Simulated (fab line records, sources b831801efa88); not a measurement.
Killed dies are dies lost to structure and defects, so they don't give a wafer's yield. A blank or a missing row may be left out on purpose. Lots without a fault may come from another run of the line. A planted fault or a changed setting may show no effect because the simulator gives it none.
A struck lot beside a sound one | flow sky130 | 34 steps out of a route of 708
Sound: wafers L581.2, L581.4, L581.5. Struck: wafers L565.1, L565.2, L565.6. The cause comes at the end.
At each step with rows: each side's tool, then ch and its chambers, then its first start. Under that, the readings that differ: sound wafers | struck wafers | difference of the means | sigmas: that difference in standard deviations of wafers without a fault.
alike: readings whose means differ by less than 2 such deviations, and words and numbers that are the same on both sides. not compared: withheld readings, readings that some wafer has no value for, bounds like >300 that may hide the same value, and numbers for which the record gives no deviation and whose values overlap.
The two part at a step that has a row with sigmas, a row that says differs or no value, or rows on one side only. Numbers that don't overlap but have no deviation are shown without sigmas and don't part them. A reading that every wafer of one side lacks parts them only if that side has two wafers or more.

first, 7 steps without rows for these wafers: SKY_SONOS_TUNNEL_DEVELOP_06 (develop time 60 s); SKY_SONOS_TUNNEL_IMPLANT_09; SKY_SONOS_TUNNEL_WET_ETCH_10 (etches SiO2 in dHF, target depth 14 nm, time 280 s); SKY_SONOS_TUNNEL_STRIP_11 (strips in SPM, time 600 s); SKY_SONOS_TUNNEL_CLEAN_13 (cleans in dHF, time 20 s); SKY_SONOS_ONO_OXIDATION_00 (stabilise 600 s, purge 300 s, target thk 2.6 nm); SKY_SONOS_ONO_CVD_02 (deposits Si3N4 from DCS/NH3, target thk 10.5 nm, time 180 s).
SKY_SONOS_ONO_CVD_04: deposits SiO2 from SiH4/N2O, target thk 5.7199 nm.
  sound on lpcvd-03 ch 0, day 18 18:19; struck on lpcvd-03 ch 1, day 13 17:21
  reading                                    | sound             | struck            | difference | sigmas
  spike_tc_bottom_C (C)                      | 916.4 916.8 916.0 | 936.5 935.8 933.8 | +19.0      | +17
  spike_tc_centre_C (C)                      | 900.9 900.6 900.0 | 916.9 917.4 917.5 | +16.8      | +17
  spike_tc_lower_C (C)                       | 900.3 900.5 900.1 | 917.5 917.4 917.7 | +17.2      | +17
  spike_tc_top_C (C)                         | 905 908 907       | 933 932 934       | +26        | +6
  spike_tc_upper_C (C)                       | 898.6 901.6 901.0 | 916.4 917.9 918.4 | +17.2      | +17
  susceptor_temp_C (C)                       | 899.9 899.7 899.4 | 918.5 918.0 917.9 | +18.5      | +46
  zone_power_centre_pct (%)                  | 18.50 18.44 18.46 | 19.40 19.74 19.62 | +1.12      | +5
  zone_power_lower_pct (%)                   | 18.81 18.80 19.04 | 19.83 19.79 19.82 | +0.93      | +5
  model.SiO2_of_SONOS_ONO_CVD_04.thk_nm (nm) | 5.62 5.629 5.58   | 7.662 7.732 7.665 | +2.077     |
SKY_SONOS_ONO_THK_MEAS_05:
  sound on film_metro-03, day 18 19:35; struck on film_metro-04, day 13 19:14
  reading                   | sound          | struck         | difference | sigmas
  SONOS_ONO_CVD_04_THK (nm) | 5.63 5.62 5.63 | 7.66 7.74 7.58 | +2.03      | +17
then, 23 steps without rows for these wafers: SKY_SONOS_ONO_DEHYDRATE_06 (time 60 s); SKY_SONOS_ONO_HMDS_07 (prime time 60 s); SKY_SONOS_ONO_COAT_08 (resist thk 1140 nm); SKY_SONOS_ONO_SOFTBAKE_09 (time 60 s); SKY_SONOS_ONO_EXPOSE_10 (exposes mask ONOM, target cd 410 nm); SKY_SONOS_ONO_PEB_11; SKY_SONOS_ONO_DEVELOP_12 (develop time 60 s); SKY_SONOS_ONO_ETCH_15 (etches the open film in CHF3/O2, target depth 19.52 nm, time 7.8 s); SKY_SONOS_ONO_WET_ETCH_16 (etches SiO2 in dHF, target depth 14 nm, time 276.5 s); SKY_SONOS_ONO_STRIP_17 (strips in O2/N2); SKY_SONOS_ONO_WET_ETCH_18 (etches Si3N4 in H3PO4, target depth 15 nm, time 172 s); SKY_GATE_OXIDE_CLEAN_00 (cleans in SC1/SC2, time 150 s); SKY_GATE_OXIDE_OXIDATION_01 (stabilise 600 s, purge 300 s, target thk 10.268 nm); SKY_GATE_OXIDE_DEHYDRATE_03 (time 60 s); SKY_GATE_OXIDE_HMDS_04 (prime time 60 s); SKY_GATE_OXIDE_COAT_05 (resist thk 1140 nm); SKY_GATE_OXIDE_SOFTBAKE_06 (time 60 s); SKY_GATE_OXIDE_EXPOSE_07 (exposes mask LVOM, target cd 600 nm); SKY_GATE_OXIDE_PEB_08; SKY_GATE_OXIDE_DEVELOP_09 (develop time 60 s); SKY_GATE_OXIDE_IMPLANT_11; SKY_GATE_OXIDE_WET_ETCH_12 (etches SiO2 in dHF, target depth 16.8 nm, time 336 s); SKY_GATE_OXIDE_STRIP_13 (strips in O2/N2).
-- the record jumps here: 2 days lie between the struck wafers' starts before and after --
SKY_GATE_OXIDE_CLEAN_15: cleans in SC1/SC2, time 150 s.
  sound on wet_bench-01 ch 3, day 21 12:29; struck on wet_bench-02 ch 3, day 16 04:08
  reading                                    | sound             | struck            | difference | sigmas
  model.SiO2_of_SONOS_ONO_CVD_04.thk_nm (nm) | 4.085 4.094 4.045 | 6.149 6.229 6.157 | +2.104     |
-- the record jumps here: 31 days lie between the struck wafers' starts before and after (it left off in module GATE_OXIDE and takes up again in module PAD_OPEN, whose first step shown is number 708 of the route) --
SKY_PAD_OPEN_PROBE_99:
  sound on prober-01, day 50 17:23; struck on prober-02, day 47 08:04
  reading                                     | sound                | struck               | difference | sigmas
  model.etest.sonos_erased.drive_ua_um        | 188.7 174.9 195.6    | 66.1 58.51 72.88     | -120.6     |
  model.etest.sonos_uncharged.r_on_ohm_um     | 806.2 808.6 796.3    | 873.3 869.5 882.7    | +71.5      |
  model.etest.sonos_programmed.off_log10_a_um | -13.72 -14.12 -13.93 | -6.921 -5.877 -6.764 | +7.403     |
  model.etest.cap_ono.gate_bv_v (V)           | 16.04 16.4 16.31     | 18.89 19.3 18.88     | +2.77      |
  model.etest.cap_ono.tox_acc_nm (nm)         | 12.81 12.86 12.76    | 14.82 14.96 14.82    | +2.06      |
  model.etest.sonos_erased.vt_v (V)           | -2.321 -2.277 -2.351 | -1.096 -1.005 -1.101 | +1.249     |
  model.etest.sonos_programmed.vt_v (V)       | 1.514 1.45 1.478     | 0.2629 0.1601 0.2622 | -1.2523    |
  model.etest.cap_ono.under_floor             | 0 0 0                | 1 1 1                | +1         |
  alike: killed_at_M0_to_M3, killed_at_M4_up, killed_at_contacts, killed_at_front_end, killed_at_other, killed_dies, killed_open, killed_short

WHERE THEY PART
First at SKY_SONOS_ONO_CVD_04; last, within this record, at SKY_SONOS_ONO_THK_MEAS_05. Later steps at which nothing parts them and some readings are alike: SKY_PAD_OPEN_PROBE_99.

WHY: what the simulator had put in
Process parameter drift: lpcvd-03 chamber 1, from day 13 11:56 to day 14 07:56, at SKY_SONOS_ONO_CVD_04. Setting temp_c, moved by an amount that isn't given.
